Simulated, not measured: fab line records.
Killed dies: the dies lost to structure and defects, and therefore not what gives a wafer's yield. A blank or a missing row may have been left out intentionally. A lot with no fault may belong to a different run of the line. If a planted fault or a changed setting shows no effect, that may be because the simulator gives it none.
Split-lot experiment | flow sky130 | on a route of 708 steps: 5 lots, 23 wafers read

## THE SPLIT ITSELF
At SKY_FIELD_ISO_DEVELOP_12 (develop time 60 s), the setting develop-time-s was moved away from the recipe's 60 s on 10 of the 23 wafers read, by -14.5% to +13.1%. This setting was run at the recipe's value on the other wafers.

There is no step in the file separating the split from the reading.

## THE READING
cd-nm, in nm, at SKY_FIELD_ISO_CD_MEAS_13 (target cd 150 nm). A value of 150.0 nm with a standard deviation of 1.4 nm is what fault-free wafers of this fab line usually give.

wafer  | tool, chamber at the split | develop-time-s as run, s | against the recipe | cd-nm, nm | against lot-mates on the recipe
L075.1 | litho-track-02, 0          | 60                       | recipe             | 150.9     | -
L075.2 | litho-track-02, 0          | 60                       | recipe             | 150.1     | -
L075.3 | litho-track-02, 0          | 67.88                    | +13.1%             | 146.6     | -3.6
L075.4 | litho-track-02, 0          | 67.88                    | +13.1%             | 146.8     | -3.4
L075.6 | litho-track-02, 0          | 60                       | recipe             | 149.5     | -
L078.1 | litho-track-01, 0          | 60                       | recipe             | 148.7     | -
L078.3 | litho-track-01, 0          | 60                       | recipe             | 147.2     | -
L078.4 | litho-track-01, 0          | 51.33                    | -14.5%             | 150.0     | +2.1
L078.5 | litho-track-01, 0          | 51.33                    | -14.5%             | 152.0     | +4.1
L078.6 | litho-track-01, 0          | 51.33                    | -14.5%             | 150.7     | +2.8
L079.1 | litho-track-03, 0          | 60                       | recipe             | 150.0     | -
L079.2 | litho-track-03, 0          | 60                       | recipe             | 151.6     | -
L079.3 | litho-track-03, 0          | 67.12                    | +11.9%             | 149.0     | -1.8
L079.4 | litho-track-03, 0          | 67.12                    | +11.9%             | 147.2     | -3.6
L079.5 | litho-track-03, 0          | 67.12                    | +11.9%             | 148.8     | -2.0
L080.1 | litho-track-03, 0          | 60                       | recipe             | 150.8     | -
L080.4 | litho-track-03, 0          | 60                       | recipe             | 151.5     | -
L080.5 | litho-track-03, 0          | 60                       | recipe             | 150.2     | -
L081.1 | litho-track-01, 0          | 60                       | recipe             | 150.1     | -
L081.2 | litho-track-01, 0          | 60                       | recipe             | 150.3     | -
L081.4 | litho-track-01, 0          | 65.33                    | +8.9%              | 149.2     | -1.2
L081.5 | litho-track-01, 0          | 60                       | recipe             | 150.7     | -
L081.6 | litho-track-01, 0          | 65.33                    | +8.9%              | 149.1     | -1.3

FIT RESULTS
A straight line over all 23 wafers: cd-nm changes by -0.124 nm for each +1% of develop-time-s; r = -0.67; the points scatter about the line by 1.2 nm.
The same after taking each lot's own level away (the mean of its wafers on the recipe; 23 wafers): -0.211 nm for each +1%; r = -0.93; scatter 0.7 nm.
Per that fit: largest develop-time-s move, reading shift of 3.1 nm.
Measured against the standard deviation above, the lots' own levels, which go from 147.95 to 150.83 nm, span 2.1 times it.
So the lot-to-lot level blurs the effect unless lot-mates are compared.
Check: +3.32 nm against its lot-mates is what the line predicts for one of the wafers moved furthest among these (-14.5%) when that wafer is left out of the fit. It came out at +2.05 nm against them.

## OTHER SPLITS ON THESE WAFERS
Before the reading, these wafers also passed through other splits. Each is held against what the fit with the lots' levels taken away leaves over:
other split on the same wafers       | wafers away from the commonest value | r with cd-nm (lot level and that fit taken away)
SKY_FIELD_ISO_OXIDATION_01 ox-time-s | 18                                   | +0.05

## THE FILE'S OWN FIT
cd-nm changes by -0.215 nm for each +1% of develop-time-s, r = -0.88.
